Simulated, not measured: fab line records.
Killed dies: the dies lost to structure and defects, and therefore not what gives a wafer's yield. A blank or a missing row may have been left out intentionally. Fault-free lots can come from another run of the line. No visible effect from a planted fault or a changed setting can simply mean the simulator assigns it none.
Matching of chambers :: flow sky130 :: cmp-02 running SKY_VIA2_CMP_24: 4 sister chambers
The step polishes, stops on SiO2, t overpolish 20 s, target thk 0 nm. 16 wafers are shown with their chamber, then 8 later ones without.

## EACH WAFER AND ITS CHAMBER
wafer: L183.2
chamber: 1
motor_current_A (A): 10.7
time_to_endpoint_s (s): 97
overpolish_run_s (s): 19.990

wafer: L183.3
chamber: 2
motor_current_A (A): 10.1
time_to_endpoint_s (s): 92
overpolish_run_s (s): 19.994

wafer: L183.4
chamber: 0
motor_current_A (A): 12.4
time_to_endpoint_s (s): 98
overpolish_run_s (s): 19.997

wafer: L184.1
chamber: 3
motor_current_A (A): 11.8
time_to_endpoint_s (s): 104
overpolish_run_s (s): 20.012

wafer: L184.5
chamber: 2
motor_current_A (A): 11.0
time_to_endpoint_s (s): 97
overpolish_run_s (s): 19.983

wafer: L184.6
chamber: 1
motor_current_A (A): 10.6
time_to_endpoint_s (s): 97
overpolish_run_s (s): 20.011

wafer: L185.1
chamber: 0
motor_current_A (A): 12.0
time_to_endpoint_s (s): 95
overpolish_run_s (s): 19.991

wafer: L185.3
chamber: 2
motor_current_A (A): 10.5
time_to_endpoint_s (s): 94
overpolish_run_s (s): 19.997

wafer: L185.5
chamber: 0
motor_current_A (A): 13.2
time_to_endpoint_s (s): 97
overpolish_run_s (s): 20.006

wafer: L186.2
chamber: 0
motor_current_A (A): 12.8
time_to_endpoint_s (s): 101
overpolish_run_s (s): 20.010

wafer: L186.4
chamber: 3
motor_current_A (A): 12.1
time_to_endpoint_s (s): 99
overpolish_run_s (s): 19.996

wafer: L186.5
chamber: 0
motor_current_A (A): 12.6
time_to_endpoint_s (s): 99
overpolish_run_s (s): 19.995

wafer: L187.1
chamber: 1
motor_current_A (A): 10.4
time_to_endpoint_s (s): 92
overpolish_run_s (s): 20.001

wafer: L187.3
chamber: 2
motor_current_A (A): 10.7
time_to_endpoint_s (s): 93
overpolish_run_s (s): 19.993

wafer: L187.4
chamber: 0
motor_current_A (A): 12.4
time_to_endpoint_s (s): 95
overpolish_run_s (s): 20.005

wafer: L189.3
chamber: 1
motor_current_A (A): 10.7
time_to_endpoint_s (s): 97
overpolish_run_s (s): 20.010

SIGNATURES (means of the wafers above)
reading: motor_current_A
chamber 0: 12.567
chamber 1: 10.600
chamber 2: 10.575
chamber 3: 11.950
scatter within a chamber: 0.337

reading: time_to_endpoint_s
chamber 0: 97.50
chamber 1: 95.75
chamber 2: 94.00
chamber 3: 101.50
scatter within a chamber: 2.46

reading: overpolish_run_s
chamber 0: 20.00067
chamber 1: 20.00300
chamber 2: 19.99175
chamber 3: 20.00400
scatter within a chamber: 0.00816
Rule: for each reading, subtract the chamber's mean from the wafer's reading, divide by that reading's scatter and square the result; add these up over the readings and take the root, which gives the wafer's distance from the chamber. The wafer belongs to the nearest chamber; if the next one is less than 2 further off, it can't be placed. How the scatter is found: for the shown wafers, subtract from each reading the mean of its chamber, square and add these, divide the total by (wafers less chambers), then take the root.

## WAFERS WHOSE CHAMBER IS MISSING
wafer: L189.5
motor_current_A (A): 12.0
time_to_endpoint_s (s): 93
overpolish_run_s (s): 19.999

wafer: L189.6
motor_current_A (A): 12.2
time_to_endpoint_s (s): 96
overpolish_run_s (s): 20.010

wafer: L190.1
motor_current_A (A): 10.9
time_to_endpoint_s (s): 94
overpolish_run_s (s): 19.983

wafer: L190.4
motor_current_A (A): 10.9
time_to_endpoint_s (s): 98
overpolish_run_s (s): 20.010

wafer: L190.5
motor_current_A (A): 12.6
time_to_endpoint_s (s): 95
overpolish_run_s (s): 19.997

wafer: L199.2
motor_current_A (A): 11.5
time_to_endpoint_s (s): 101
overpolish_run_s (s): 19.991

wafer: L199.3
motor_current_A (A): 11.6
time_to_endpoint_s (s): 100
overpolish_run_s (s): 19.993

wafer: L199.4
motor_current_A (A): 12.9
time_to_endpoint_s (s): 97
overpolish_run_s (s): 19.995

## THE CHAMBER EACH PASSED THROUGH
wafer: L189.5
from the rows above: can't be placed: 0 or 3 or 1 or 2
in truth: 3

wafer: L189.6
from the rows above: can't be placed: 0 or 3
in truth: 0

wafer: L190.1
from the rows above: can't be placed: 2 or 1
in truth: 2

wafer: L190.4
from the rows above: can't be placed: 1 or 2 or 3
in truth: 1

wafer: L190.5
from the rows above: 0
in truth: 0

wafer: L199.2
from the rows above: can't be placed: 3 or 0 or 1 or 2
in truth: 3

wafer: L199.3
from the rows above: can't be placed: 3 or 0 or 1
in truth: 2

wafer: L199.4
from the rows above: 0
in truth: 0
Correctly placed: 2 of 8. Not placeable from these rows: 6 (in 5, the candidates include the true chamber). Wrongly placed: 0.
